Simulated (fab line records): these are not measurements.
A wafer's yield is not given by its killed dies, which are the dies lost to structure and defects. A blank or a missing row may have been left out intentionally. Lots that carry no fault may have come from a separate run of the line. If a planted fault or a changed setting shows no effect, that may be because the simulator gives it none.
Which tool was responsible?    flow gf180mcu    21 wafers from 7 lots sampled at 2 of the route's 602 steps

WHAT THE GAUGES READ, wafer by wafer
GF_DUAL_GATE_OVL_MEAS_11.
lot   measured      on          DUAL_GATE_OVL (nm)
L161  day 9 10:15   overlay-02  -0.5 0.0 -1.7
L165  day 10 04:32  overlay-02  1.3 -0.7 -0.3
L167  day 10 20:15  overlay-02  -0.1 0.6 -0.8
L169  day 11 13:23  overlay-01  0.7 0.3 -0.1
L177  day 13 18:02  overlay-01  - - -
L179  day 14 11:41  overlay-02  0.1 1.1 0.9
L181  day 15 03:08  overlay-01  -0.4 0.1 -0.2

WHICH TOOL RAN EACH LOT (tool, then ch and the chambers of the sampled wafers, then the start)
lot   GF_DUAL_GATE_COAT_06
L161  litho track-01 ch 0, day 9 01:26
L165  litho track-02 ch 0, day 9 19:09
L167  litho track-02 ch 0, day 10 11:09
L169  litho track-02 ch 0, day 11 04:33
L177  litho track-03, day 13 07:37
L179  litho track-02 ch 0, day 14 01:18
L181  litho track-03 ch 0, day 14 16:07
- GF_DUAL_GATE_COAT_06: resist thk 1000 nm.

THE ANSWER, worked out from the rows above alone
Rule: the usual values come from the lots themselves. Put in order of their means at a reading, lots are off if they are a third of the lots or fewer, leave a main group of 4 or more, and stand apart from it by a gap of 3 or more times the standard deviation of the main group's means; of several such gaps the widest counts. A main group whose means are all the same, to the digits that the tables above print for the reading, isn't used. A lot without any number at a reading at which 4 lots or more have one is off too. Any other lot the step has rows for is counted as sound.
Off: at GF_DUAL_GATE_OVL_MEAS_11 (DUAL_GATE_OVL), L177. Without a number there: L177. Mean 0.0 nm and standard deviation 0.44 in the main group.
If a tool, at a process step before that reading, ran all the lots that are off and no sound lot after the first of them, it fits. The gauges at GF_DUAL_GATE_OVL_MEAS_11 are tried like those tools. None of those tried fits.

WHAT HAD BEEN PUT IN BY THE SIMULATOR
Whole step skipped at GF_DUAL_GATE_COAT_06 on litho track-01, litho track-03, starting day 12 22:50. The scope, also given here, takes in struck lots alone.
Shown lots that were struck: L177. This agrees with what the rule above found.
